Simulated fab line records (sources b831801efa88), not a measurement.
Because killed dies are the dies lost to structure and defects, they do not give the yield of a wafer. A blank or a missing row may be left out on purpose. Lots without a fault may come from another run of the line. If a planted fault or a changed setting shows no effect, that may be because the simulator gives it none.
Which tool did it? -- flow gf180mcu -- 6 lots, 18 wafers sampled, at 2 steps of a route of 602

== WHAT THE GAUGES READ, wafer by wafer ==
GF_PSD_RS_MEAS_14: the measuring method here is four-point-probe.
lot,measured,on,NSD_RS (ohm/sq)
L592,day 14 21:33,film metro-04,46.20 46.12 46.06
L595,day 15 19:53,film metro-04,46.14 43.27 43.47
L603,day 19 02:31,film metro-04,46.27 46.21 46.23
L605,day 19 23:13,film metro-03,46.09 46.16 46.09
L607,day 20 19:28,film metro-04,46.08 46.04 46.17
L611,day 22 00:13,film metro-01,46.20 46.17 46.19

== EACH LOT AND THE TOOL THAT RAN IT (in order: tool; ch and the chambers of the sampled wafers; start) ==
lot,GF_PSD_RTA_13
L592,"rtp anneal-01 ch 0, day 14 21:28"
L595,"rtp anneal-01 ch 0, day 15 19:43"
L603,"rtp anneal-01 ch 0, day 19 02:25"
L605,"rtp anneal-01 ch 0, day 19 23:08"
L607,"rtp anneal-01 ch 0, day 20 19:22"
L611,"rtp anneal-02 ch 0, day 22 00:07"
- GF_PSD_RTA_13: time 20 s.

== THE ANSWER, worked out from the rows above alone ==
Rule: what is usual is taken from the lots themselves. The widest of any qualifying gaps counts: lots, ordered by their means at a reading, are off when they make up no more than a third of the lots, leave a main group of 4 or more, and stand apart from it by 3 or more times the standard deviation of that group's means. Not used: any main group whose means are identical at the precision the tables above print for the reading. A lot without any number at a reading at which 4 lots or more have one is off too. Any other lot the step has rows for is counted as sound.
Off: at GF_PSD_RS_MEAS_14 (NSD_RS), L595. For the main group the mean is 46.15 ohm/sq and the standard deviation 0.052.
A tool fits if, at a process step before that reading, it ran every lot that is off, and no sound lot after the first of them. The gauges at GF_PSD_RS_MEAS_14 are tried like those tools. Of those tried, none fits.

== WHAT THE SIMULATOR PUT IN ==
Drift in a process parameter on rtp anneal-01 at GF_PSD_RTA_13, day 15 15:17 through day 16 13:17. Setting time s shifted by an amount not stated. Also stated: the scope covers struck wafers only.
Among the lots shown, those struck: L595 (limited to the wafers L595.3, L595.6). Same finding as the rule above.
